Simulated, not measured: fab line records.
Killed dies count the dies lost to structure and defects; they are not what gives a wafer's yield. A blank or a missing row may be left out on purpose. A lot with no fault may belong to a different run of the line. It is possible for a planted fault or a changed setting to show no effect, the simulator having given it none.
What tool caused it? || flow sfq line || 42 wafers from 14 lots sampled at 3 of the route's 325 steps

== WHAT EACH GAUGE READ, for each wafer ==
SFQ_L0_RS_MEAS_901: a four-point-probe measurement. Usual: L0_MONX_KI_RS 43.3 ohm/sq, standard deviation 0.46.
{"lot": "L344", "measured": "day 1 12:34", "on": "film metro-02", "L0_MONX_KI_RS (ohm/sq)": "44.0 43.3 43.9", "flag": ""}
{"lot": "L345", "measured": "day 1 17:34", "on": "film metro-02", "L0_MONX_KI_RS (ohm/sq)": "43.5 43.5 43.5", "flag": ""}
{"lot": "L348", "measured": "day 2 08:34", "on": "film metro-02", "L0_MONX_KI_RS (ohm/sq)": "44.1 43.5 43.7", "flag": ""}
{"lot": "L349", "measured": "day 2 13:35", "on": "film metro-03", "L0_MONX_KI_RS (ohm/sq)": "42.2 42.9 42.4", "flag": ""}
{"lot": "L351", "measured": "day 2 23:34", "on": "film metro-04", "L0_MONX_KI_RS (ohm/sq)": "43.0 43.5 42.9", "flag": ""}
{"lot": "L355", "measured": "day 3 19:36", "on": "film metro-02", "L0_MONX_KI_RS (ohm/sq)": "43.1 22.8 22.9", "flag": "OFF"}
{"lot": "L356", "measured": "day 4 00:37", "on": "film metro-03", "L0_MONX_KI_RS (ohm/sq)": "23.1 43.7 23.0", "flag": "OFF"}
{"lot": "L357", "measured": "day 4 05:34", "on": "film metro-02", "L0_MONX_KI_RS (ohm/sq)": "43.2 43.2 43.0", "flag": ""}
{"lot": "L359", "measured": "day 4 15:34", "on": "film metro-03", "L0_MONX_KI_RS (ohm/sq)": "43.7 43.6 44.3", "flag": ""}
{"lot": "L361", "measured": "day 5 01:34", "on": "film metro-04", "L0_MONX_KI_RS (ohm/sq)": "42.7 42.9 43.4", "flag": ""}
{"lot": "L363", "measured": "day 5 11:36", "on": "film metro-04", "L0_MONX_KI_RS (ohm/sq)": "43.6 43.8 42.6", "flag": ""}
{"lot": "L365", "measured": "day 5 21:35", "on": "film metro-03", "L0_MONX_KI_RS (ohm/sq)": "43.6 43.1 43.8", "flag": ""}
{"lot": "L366", "measured": "day 6 02:34", "on": "film metro-03", "L0_MONX_KI_RS (ohm/sq)": "43.4 43.2 43.7", "flag": ""}
{"lot": "L367", "measured": "day 6 07:34", "on": "film metro-04", "L0_MONX_KI_RS (ohm/sq)": "44.0 43.6 43.9", "flag": ""}

SFQ_L0_THK_MEAS_902: measures by xrf. Usual: L0_MONX_KI_THK 40.4 nm, standard deviation 0.48.
{"lot": "L344", "measured": "day 1 12:41", "on": "film metro-02", "L0_MONX_KI_THK (nm)": "39.8 40.4 39.8", "flag": ""}
{"lot": "L345", "measured": "day 1 17:41", "on": "film metro-02", "L0_MONX_KI_THK (nm)": "40.1 40.0 40.2", "flag": ""}
{"lot": "L348", "measured": "day 2 08:41", "on": "film metro-02", "L0_MONX_KI_THK (nm)": "39.2 40.0 39.8", "flag": ""}
{"lot": "L349", "measured": "day 2 13:41", "on": "film metro-03", "L0_MONX_KI_THK (nm)": "41.5 40.8 41.1", "flag": ""}
{"lot": "L351", "measured": "day 2 23:41", "on": "film metro-04", "L0_MONX_KI_THK (nm)": "40.9 40.3 40.8", "flag": ""}
{"lot": "L355", "measured": "day 3 19:42", "on": "film metro-02", "L0_MONX_KI_THK (nm)": "40.6 76.6 76.8", "flag": "OFF"}
{"lot": "L356", "measured": "day 4 00:43", "on": "film metro-03", "L0_MONX_KI_THK (nm)": "75.8 40.0 75.9", "flag": "OFF"}
{"lot": "L357", "measured": "day 4 05:41", "on": "film metro-02", "L0_MONX_KI_THK (nm)": "40.4 40.1 40.5", "flag": ""}
{"lot": "L359", "measured": "day 4 15:41", "on": "film metro-03", "L0_MONX_KI_THK (nm)": "39.7 40.1 39.3", "flag": ""}
{"lot": "L361", "measured": "day 5 01:41", "on": "film metro-04", "L0_MONX_KI_THK (nm)": "41.3 40.5 40.3", "flag": ""}
{"lot": "L363", "measured": "day 5 11:42", "on": "film metro-04", "L0_MONX_KI_THK (nm)": "40.3 40.0 40.9", "flag": ""}
{"lot": "L365", "measured": "day 5 21:41", "on": "film metro-03", "L0_MONX_KI_THK (nm)": "40.1 40.6 39.9", "flag": ""}
{"lot": "L366", "measured": "day 6 02:41", "on": "film metro-03", "L0_MONX_KI_THK (nm)": "40.3 40.5 39.8", "flag": ""}
{"lot": "L367", "measured": "day 6 07:41", "on": "film metro-04", "L0_MONX_KI_THK (nm)": "40.0 40.4 40.1", "flag": ""}

== WHICH TOOL RAN EACH LOT (tool, then ch and the chambers of the sampled wafers, then the start) ==
{"lot": "L344", "SFQ_TRILAYER_L0_DEP_SPUTTER_003": "pvd sputter-05, day 1 12:29"}
{"lot": "L345", "SFQ_TRILAYER_L0_DEP_SPUTTER_003": "pvd sputter-03, day 1 17:29"}
{"lot": "L348", "SFQ_TRILAYER_L0_DEP_SPUTTER_003": "pvd sputter-03, day 2 08:29"}
{"lot": "L349", "SFQ_TRILAYER_L0_DEP_SPUTTER_003": "pvd sputter-03, day 2 13:29"}
{"lot": "L351", "SFQ_TRILAYER_L0_DEP_SPUTTER_003": "pvd sputter-05, day 2 23:29"}
{"lot": "L355", "SFQ_TRILAYER_L0_DEP_SPUTTER_003": "pvd sputter-04, day 3 19:29"}
{"lot": "L356", "SFQ_TRILAYER_L0_DEP_SPUTTER_003": "pvd sputter-04, day 4 00:29"}
{"lot": "L357", "SFQ_TRILAYER_L0_DEP_SPUTTER_003": "pvd sputter-03, day 4 05:29"}
{"lot": "L359", "SFQ_TRILAYER_L0_DEP_SPUTTER_003": "pvd sputter-05, day 4 15:29"}
{"lot": "L361", "SFQ_TRILAYER_L0_DEP_SPUTTER_003": "pvd sputter-05, day 5 01:29"}
{"lot": "L363", "SFQ_TRILAYER_L0_DEP_SPUTTER_003": "pvd sputter-03, day 5 11:29"}
{"lot": "L365", "SFQ_TRILAYER_L0_DEP_SPUTTER_003": "pvd sputter-03, day 5 21:29"}
{"lot": "L366", "SFQ_TRILAYER_L0_DEP_SPUTTER_003": "pvd sputter-03, day 6 02:29"}
{"lot": "L367", "SFQ_TRILAYER_L0_DEP_SPUTTER_003": "pvd sputter-05, day 6 07:29"}
- SFQ_TRILAYER_L0_DEP_SPUTTER_003: material MoNx KI, target thk 40 nm, time 100 s.

== WHAT THE TOOLS THEMSELVES READ (means of the sampled wafers that have a number; where no wafer has one, the mark that the record gives instead) ==
SFQ_TRILAYER_L0_DEP_SPUTTER_003. Usual: throttle valve pct 29.5 %, standard deviation 0.86.
{"lot": "L344", "tool": "pvd sputter-05", "throttle valve pct (%)": 29.7, "flag": ""}
{"lot": "L345", "tool": "pvd sputter-03", "throttle valve pct (%)": 29.7, "flag": ""}
{"lot": "L348", "tool": "pvd sputter-03", "throttle valve pct (%)": 29.4, "flag": ""}
{"lot": "L349", "tool": "pvd sputter-03", "throttle valve pct (%)": 29.6, "flag": ""}
{"lot": "L351", "tool": "pvd sputter-05", "throttle valve pct (%)": 29.8, "flag": ""}
{"lot": "L355", "tool": "pvd sputter-04", "throttle valve pct (%)": 29.5, "flag": ""}
{"lot": "L356", "tool": "pvd sputter-04", "throttle valve pct (%)": 28.8, "flag": ""}
{"lot": "L357", "tool": "pvd sputter-03", "throttle valve pct (%)": 29.8, "flag": ""}
{"lot": "L359", "tool": "pvd sputter-05", "throttle valve pct (%)": 29.7, "flag": ""}
{"lot": "L361", "tool": "pvd sputter-05", "throttle valve pct (%)": 29.2, "flag": ""}
{"lot": "L363", "tool": "pvd sputter-03", "throttle valve pct (%)": 29.9, "flag": ""}
{"lot": "L365", "tool": "pvd sputter-03", "throttle valve pct (%)": 29.8, "flag": ""}
{"lot": "L366", "tool": "pvd sputter-03", "throttle valve pct (%)": 30.0, "flag": ""}
{"lot": "L367", "tool": "pvd sputter-05", "throttle valve pct (%)": 30.1, "flag": ""}

== THE ANSWER, worked out from the rows above alone ==
Rule: a lot is off if the mean of its wafers that have a number lies more than 3 standard deviations from the usual mean. Also off: a lot with no number at a reading for which 4 or more lots have one. The other lots that the step has rows for count as sound. The gauges are gone through in route order, then the tools' own readings, and for those a lot's mean is taken as printed above. The first step at which some lot is off is used, and at that step the reading that is off furthest; a lot without a number counts as furthest.
Off: L355, L356, at SFQ_L0_RS_MEAS_901 (L0_MONX_KI_RS).
A tool fits if, at a process step before that reading, it ran every lot that is off, and no sound lot after the first of them. Those tools and the gauges at SFQ_L0_RS_MEAS_901 are tried in the same way. One candidate fits, namely pvd sputter-04 at SFQ_TRILAYER_L0_DEP_SPUTTER_003. It ran no sound lot before its first lot that is off in this sample, so the start can't be narrowed down.

== WHAT THE SIMULATOR HAD PUT IN ==
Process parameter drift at SFQ_TRILAYER_L0_DEP_SPUTTER_003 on pvd sputter-04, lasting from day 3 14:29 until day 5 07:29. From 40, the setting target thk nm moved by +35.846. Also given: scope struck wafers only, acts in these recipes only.
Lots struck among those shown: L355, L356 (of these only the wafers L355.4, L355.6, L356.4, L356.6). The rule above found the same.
